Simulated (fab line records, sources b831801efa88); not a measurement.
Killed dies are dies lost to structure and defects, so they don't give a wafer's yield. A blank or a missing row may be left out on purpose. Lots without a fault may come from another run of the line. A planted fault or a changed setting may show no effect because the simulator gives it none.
Problem report in the 8D (eight disciplines) form, filled by code | flow sfq_line | the parts of the form that need people (team, actions taken, sign-off) are left out

1. THE PROBLEM
heater_power_total_W at SFQ_TRILAYER_M7_LITHO_PEB_180 reads a mean of 80.54 W on 3 wafers of 2 lots; wafers without a fault read 79.16 W with a standard deviation of 0.067. That is +21 standard deviations from the usual mean.
The step: peb time 60 s.
First seen on wafer L139.4, day 72 22:11, on litho_track-04. The record holds 17 wafers of 6 lots with a number at this step. Rule for "out", or "out of limits": more than 4 standard deviations from the usual mean. The other wafers with a number count as sound.

2. WHAT IT IS AND WHAT IT IS NOT
question                    | is                     | is not
which readings at this step | heater_power_total_W   | exhaust_pa
which lots                  | L139, L141             | L129, L131, L145, L147
which wafers of those lots  | L139.4, L139.5, L141.5 | L141.2, L141.6
read on which tools         | litho_track-04         | litho_track-03
when                        | from day 72 22:11      | up to then (6 sound wafers); but 8 sound wafers of L141, L145, L147 came after

3. SUSPECTS, AND WHAT RULES EACH OUT
Counting: a tool at a process step up to the reading stays a suspect if it ran every lot that is out. Sound lots after the first of them don't rule it out here, since some wafers of a struck lot are sound.
- rie_diel-02 at SFQ_TRILAYER_I6_VIA_BARC_OPEN_VIA_ETCH_235 (etches BARC in O2, target depth 125 nm, time 41.7 s): kept. It ran every lot that is out, first L139 (day 71 17:50).
- rie_diel-02 at SFQ_TRILAYER_I6_VIA_ETCH_VIA_ETCH_172 (etches SiO2 in CHF3, stops on Nb, target depth 260 nm): kept. It ran every lot that is out, first L139 (day 71 17:53).
- litho_track-04 at SFQ_TRILAYER_M7_LITHO_PEB_180 (peb time 60 s): kept. It ran every lot that is out, first L139 (day 72 22:11); its last sound lot up to then is L131 (day 70 07:04). Its own readings are out on those wafers: heater_power_total_W.
Left after counting: rie_diel-02 at SFQ_TRILAYER_I6_VIA_BARC_OPEN_VIA_ETCH_235, rie_diel-02 at SFQ_TRILAYER_I6_VIA_ETCH_VIA_ETCH_172, litho_track-04 at SFQ_TRILAYER_M7_LITHO_PEB_180.

4. THE CAUSE (what the simulator had put in)
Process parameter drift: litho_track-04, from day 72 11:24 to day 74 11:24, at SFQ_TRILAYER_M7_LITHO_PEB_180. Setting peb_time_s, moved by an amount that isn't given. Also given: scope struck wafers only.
Counting left 3 suspects, and this tool is among them.

5. THE CHAIN OF EFFECTS, in route order
Each row: a reading whose mean over the struck wafers that have a number lies more than 3 standard deviations from the usual. Only readings for which the record gives a usual standard deviation are gone through. hours: the time from each lot's start at the first step in this table that gives one to its start at this step, as a median over the lots. sigmas: the change in usual standard deviations.
hours | step                          | reading              | usual   | on struck wafers | change | sigmas
0     | SFQ_TRILAYER_M7_LITHO_PEB_180 | heater_power_total_W | 79.16 W | 80.54            | +1.38  | +21
The process steps in it:
- SFQ_TRILAYER_M7_LITHO_PEB_180: peb time 60 s.
Later measuring or inspecting steps at which every struck wafer that the step has a row for has a number for every such reading, and none has moved that far: SFQ_M7_OVL_MEAS_945.

6. WHAT WOULD HAVE CAUGHT IT SOONER
In this record the first reading out of limits was taken at day 72 22:11, 11 hours after the fault began at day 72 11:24.
